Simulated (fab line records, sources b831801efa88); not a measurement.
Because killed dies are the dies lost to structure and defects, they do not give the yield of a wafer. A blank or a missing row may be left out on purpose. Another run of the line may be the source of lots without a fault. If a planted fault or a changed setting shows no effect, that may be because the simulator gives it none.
2 desks looking at one fault    flow gf180mcu    every desk sees just its own numbers, and what lay behind them comes last

FROM THE METROLOGY DESK
What the gauges read, lot by lot, whatever tool the lot ran on: means of the sampled wafers that have a number. Any lot whose mean is over 4 standard deviations away from the usual mean is out of limits and marked OUT; that distance is given in the brackets.
Columns: A = V3_W_RS at GF_V3_RS_MEAS_24, usual 0.329 ohm/sq
lot   first seen here  A
L657  day 23 05:36     0.324
L658  day 23 22:13     0.333
L659  day 24 01:16     0.330
L660  day 24 08:58     0.324
L662  day 25 15:46     0.333
L664  day 25 19:18     0.334
L666  day 26 07:35     0.332
L667  day 26 16:06     0.332
L668  day 26 21:14     0.330
L676  day 29 08:32     0.328
L677  day 29 13:10     0.325
L678  day 29 23:15     0.328
Result from this desk: across the 12 lots, nothing is out of limits.

TOOL OWNER'S DESK, krf-scanner-01
The tool's own readings at GF_V1_EXPOSE_11 (exposes mask Via1, target cd 260 nm): means of the sampled wafers that have a number, for each lot that ran on this tool. Any lot whose mean is over 4 standard deviations away from the usual mean is out of limits and marked OUT; that distance is given in the brackets.
Columns: A = exposure-dose-mJ-cm2 at GF_V1_EXPOSE_11, usual 37.98
lot   first seen here  A
L659  day 19 09:49     37.98
L660  day 19 17:14     37.97
L662  day 20 23:12     37.94
L667  day 22 03:41     37.99
L668  day 22 12:14     37.99
L676  day 25 06:15     36.82 (-33) OUT
Finding of this desk: L676 out of limits; the first was L676 at day 25 06:15, on exposure-dose-mJ-cm2 at GF_V1_EXPOSE_11. In limits: L659, L660, L662, L667, L668.

BROUGHT TOGETHER
An alarm could have come from the tool owner's desk at day 25 06:15, on L676.
From the metrology desk's view, nothing was out of limits.
The metrology desk holds a record of L676, inside its limits.
The lots listed all ran GF_V1_EXPOSE_11 on krf-scanner-01.

WHAT WAS PUT IN BY THE SIMULATOR
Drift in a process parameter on krf-scanner-01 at GF_V1_EXPOSE_11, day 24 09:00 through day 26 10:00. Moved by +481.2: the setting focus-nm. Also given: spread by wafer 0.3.
Struck lots among those shown: L676.
How many hours passed from the start of the fault until each desk's first out-of-limits reading: the tool owner's desk, 21.
